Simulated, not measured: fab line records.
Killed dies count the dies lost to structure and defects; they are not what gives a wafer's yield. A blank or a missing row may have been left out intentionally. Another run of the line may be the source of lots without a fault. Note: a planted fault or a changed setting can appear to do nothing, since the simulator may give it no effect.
A single fault, viewed from 2 desks ; flow gf180mcu ; what lay behind the numbers comes last; until then each desk has only its own

== THE METROLOGY DESK ==
Lot by lot, what the gauges showed, no matter which tool ran the lot: averages of those sampled wafers that carry a number. Any lot whose mean is over 4 standard deviations away from the usual mean is out of limits and marked OUT; that distance is given in the brackets.
Columns: A = POLY_GATE_OXIDATION_THK at GF_POLY_GATE_THK_MEAS_17, usual 3.98 nm; B = cd_nm at GF_POLY_GATE_CD_MEAS_18, usual 279.5 nm; C = HV_LDD_OVL at GF_HV_LDD_OVL_MEAS_08, usual -0.4 nm
lot;first seen here;A;B;C
L361;day 9 08:23;4.05;279.4;0.9
L364;day 10 01:46;3.99;280.5;-2.7
L372;day 12 11:02;3.92;280.1;-0.7
L375;day 13 14:47;4.07;279.1;0.5
L377;day 14 02:42;4.00;277.6;-2.1
L379;day 14 18:08;3.99;279.2;1.1
This desk's verdict: no lot among the 6 shows anything out of limits.

== TOOL OWNER'S DESK, litho_track-01 ==
The tool's own readings at GF_HV_LDD_DEVELOP_06 (develop time 60 s): means of the sampled wafers that have a number, for each lot that ran on this tool. Any lot whose mean is over 4 standard deviations away from the usual mean is out of limits and marked OUT; that distance is given in the brackets.
Columns: A = chill_plate_temp_C at GF_HV_LDD_DEVELOP_06, usual 23.03 C
lot;first seen here;A
L364;day 10 20:03;23.06
L372;day 13 07:00;23.14
L375;day 14 11:15;23.00
This desk's verdict: no lot among the 3 shows anything out of limits.

== BROUGHT TOGETHER ==
From the metrology desk's view, nothing was out of limits.
The tool owner's desk saw nothing out of limits.

== WHAT HAD BEEN PUT IN BY THE SIMULATOR ==
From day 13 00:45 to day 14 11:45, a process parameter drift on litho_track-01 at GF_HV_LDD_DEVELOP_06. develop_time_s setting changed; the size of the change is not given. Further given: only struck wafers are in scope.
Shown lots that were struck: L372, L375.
